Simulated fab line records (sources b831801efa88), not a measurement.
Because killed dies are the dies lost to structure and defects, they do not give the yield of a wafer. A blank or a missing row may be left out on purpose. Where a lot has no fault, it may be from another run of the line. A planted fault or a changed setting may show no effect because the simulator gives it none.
Which tool did it? | flow sfq-line | route of 325 steps, sampled at 1 step: 14 lots, 42 wafers

== WHAT THE GAUGES READ, wafer by wafer ==
Not one reading of a measure or inspect step in the record can be checked against a usual standard deviation.

== EACH LOT AND THE TOOL THAT RAN IT (in order: tool; ch and the chambers of the sampled wafers; start) ==
lot  | SFQ_TRILAYER_I1_VIA_BARC_OPEN_VIA_ETCH_071
L217 | rie-diel-03 ch 0,2, day 16 22:20
L218 | rie-diel-03 ch 1,2, day 17 13:44
L221 | rie-diel-04 ch 0,1, day 19 06:05
L222 | rie-diel-03 ch 0,1, day 19 10:53
L224 | rie-diel-04 ch 0,2,3, day 20 08:29
L225 | rie-diel-04 ch 1,2,3, day 20 13:17
L228 | rie-diel-04 ch 0,1, day 21 07:17
L229 | rie-diel-02 ch 0,3, day 21 09:41
L230 | rie-diel-04 ch 0,2,3, day 21 20:35
L231 | rie-diel-03 ch 0,2,3, day 22 07:23
L234 | rie-diel-02 ch 0,1,2, day 23 07:33
L236 | rie-diel-03 ch 0,2, day 24 06:09
L238 | rie-diel-02 ch 2,3, day 24 16:57
L239 | rie-diel-02 ch 0,2,3, day 25 00:09
- SFQ_TRILAYER_I1_VIA_BARC_OPEN_VIA_ETCH_071: etches BARC in O2, target depth 125 nm, time 41.7 s.

== WHAT THE TOOLS THEMSELVES READ (means of the sampled wafers that have a number; where no wafer has one, the mark that the record gives instead) ==
SFQ_TRILAYER_I1_VIA_BARC_OPEN_VIA_ETCH_071. Usual: drypump-motor-current-A 6.0 A, standard deviation 0.53; oes-product-au 0.685 a.u., standard deviation 0.0048; run-length-s 70.0 s, standard deviation 0.41.
lot  | tool        | drypump-motor-current-A (A) | oes-product-au (a.u.) | run-length-s (s) | flag
L217 | rie-diel-03 | 6.3                         | 0.684                 | 69.5             |
L218 | rie-diel-03 | 6.3                         | 0.678                 | 69.7             |
L221 | rie-diel-04 | 5.8                         | 0.687                 | 70.4             |
L222 | rie-diel-03 | 6.3                         | 0.687                 | 69.9             |
L224 | rie-diel-04 | 6.2                         | 0.686                 | 70.2             |
L225 | rie-diel-04 | 6.0                         | 0.693                 | 70.3             |
L228 | rie-diel-04 | 6.0                         | 0.674                 | 71.9             | OFF
L229 | rie-diel-02 | 6.4                         | 0.685                 | 69.8             |
L230 | rie-diel-04 | 6.2                         | 0.672                 | 71.9             | OFF
L231 | rie-diel-03 | 5.8                         | 0.689                 | 69.8             |
L234 | rie-diel-02 | 5.7                         | 0.684                 | 69.9             |
L236 | rie-diel-03 | 6.3                         | 0.686                 | 69.6             |
L238 | rie-diel-02 | 6.5                         | 0.683                 | 69.9             |
L239 | rie-diel-02 | 6.1                         | 0.684                 | 69.6             |

== THE ANSWER, worked out from the rows above alone ==
Rule: a lot is off if the mean of its wafers that have a number lies more than 3 standard deviations from the usual mean. Also off: a lot with no number at a reading for which 4 or more lots have one. The other lots that the step has rows for count as sound. First the gauges in route order, then the tools' own readings, where a lot's mean is used as printed above. At the first step where some lot is off, the reading lying furthest off is the one used; lots without a number count as furthest.
Off: L228, L230 (SFQ_TRILAYER_I1_VIA_BARC_OPEN_VIA_ETCH_071, run-length-s).
If a tool, at that step or one of the process steps before it, ran each lot that is off and ran no sound lot following the first of them, it fits. One fits: SFQ_TRILAYER_I1_VIA_BARC_OPEN_VIA_ETCH_071 on rie-diel-04. Its last sound lot is L225 (day 20 13:17), its first lot that is off L228 (day 21 07:17): a fault that began between those two fits.
On the lots that are off, the tool's own readings at SFQ_TRILAYER_I1_VIA_BARC_OPEN_VIA_ETCH_071 differ by more than 5 times the standard deviation of the sound lots' means, which bears it out; run-length-s reads 71.9 s there versus 69.9 s on the sound lots.

== WHAT WAS PUT IN BY THE SIMULATOR ==
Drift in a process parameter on rie-diel-04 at SFQ_TRILAYER_I1_VIA_BARC_OPEN_VIA_ETCH_071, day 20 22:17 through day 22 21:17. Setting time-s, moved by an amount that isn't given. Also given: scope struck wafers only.
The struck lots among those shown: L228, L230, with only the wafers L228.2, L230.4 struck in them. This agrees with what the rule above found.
